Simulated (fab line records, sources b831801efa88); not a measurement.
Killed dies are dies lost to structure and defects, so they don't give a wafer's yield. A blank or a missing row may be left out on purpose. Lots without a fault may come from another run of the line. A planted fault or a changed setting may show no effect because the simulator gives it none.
Split-lot experiment | flow gf180mcu | 5 lots, 23 wafers read, on a route of 602 steps

THE SPLIT
At GF_MIM_EXPOSE_16 (exposes mask FuseTop, target cd 2000 nm), the setting dose_mj was moved away from the recipe's 140 on 7 of the 23 wafers read, by -7.4% to +3.2%. The other wafers ran this setting at the recipe's value.

FROM THE SPLIT TO THE READING: what the file shows between them, 2 steps
- GF_MIM_PEB_17
- GF_MIM_DEVELOP_18: develop time 60 s

THE READING
MIM.cd_nm (the simulator's own value, which no gauge read), in nm, at GF_MIM_METAL_ETCH_19 (etches the open film in Cl2/BCl3, stops on Si3N4, target depth 324.5 nm, time 54.1 s). The file gives no usual value for it. The 16 wafers here that ran the recipe average 2000 nm, standard deviation 3.3 nm.

wafer  | tool, chamber at the split | dose_mj as run | against the recipe | MIM.cd_nm, nm | against lot-mates on the recipe
L076.1 | iline_stepper-01, 0        | 140            | recipe             | 2002          | -
L076.5 | iline_stepper-01, 0        | 140            | recipe             | 2000          | -
L076.6 | iline_stepper-01, 0        | 140            | recipe             | 2001          | -
L078.1 | iline_stepper-01, 0        | 144.5          | +3.2%              | 1989          | -10
L078.2 | iline_stepper-01, 0        | 144.5          | +3.2%              | 1993          | -6
L078.4 | iline_stepper-01, 0        | 140            | recipe             | 1997          | -
L078.5 | iline_stepper-01, 0        | 144.5          | +3.2%              | 1989          | -10
L078.6 | iline_stepper-01, 0        | 140            | recipe             | 2000          | -
L082.1 | iline_stepper-02, 0        | 140            | recipe             | 2002          | -
L082.2 | iline_stepper-02, 0        | 140            | recipe             | 2001          | -
L082.3 | iline_stepper-02, 0        | 129.6          | -7.4%              | 2025          | +23
L082.4 | iline_stepper-02, 0        | 140            | recipe             | 2002          | -
L082.5 | iline_stepper-02, 0        | 129.6          | -7.4%              | 2027          | +25
L083.2 | iline_stepper-02, 0        | 140            | recipe             | 2003          | -
L083.3 | iline_stepper-02, 0        | 130.2          | -7.0%              | 2024          | +19
L083.4 | iline_stepper-02, 0        | 130.2          | -7.0%              | 2025          | +20
L083.5 | iline_stepper-02, 0        | 140            | recipe             | 2006          | -
L083.6 | iline_stepper-02, 0        | 140            | recipe             | 2006          | -
L084.2 | iline_stepper-01, 0        | 140            | recipe             | 1997          | -
L084.3 | iline_stepper-01, 0        | 140            | recipe             | 1997          | -
L084.4 | iline_stepper-01, 0        | 140            | recipe             | 1995          | -
L084.5 | iline_stepper-01, 0        | 140            | recipe             | 1996          | -
L084.6 | iline_stepper-01, 0        | 140            | recipe             | 1996          | -

THE FIT
A straight line over all 23 wafers: MIM.cd_nm changes by -3.41 nm for each +1% of dose_mj; r = -0.96; the points scatter about the line by 3.1 nm.
The same after taking each lot's own level away (the mean of its wafers on the recipe; 23 wafers): -2.96 nm for each +1%; r = -0.99; scatter 1.5 nm.
On that fit, the largest move of dose_mj shifts the reading by 22 nm.
The lots' own levels span 1996.2 to 2005.0 nm, that is 2.6 times the standard deviation above.
So the lot-to-lot level changes the slope: the two fits differ.
Check: with one of the wafers moved furthest among these (-7.4%) left out of the fit, the line predicts +21.9 nm for it against its lot-mates. It came out at +23.3 nm against them.

OTHER SPLITS ON THESE WAFERS
These wafers also went through other splits before the reading. Each is held against what the fit with the lots' levels taken away leaves over:
other split on the same wafers | wafers away from the commonest value | r with MIM.cd_nm (lot level and that fit taken away)
GF_MIM_CVD_05 time_s           | 6                                    | +0.14
GF_MIM_SPUTTER_08 time_s       | 8                                    | +0.56

THE FILE'S OWN FIT
MIM.cd_nm changes by -3.01 nm for each +1% of dose_mj, r = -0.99.
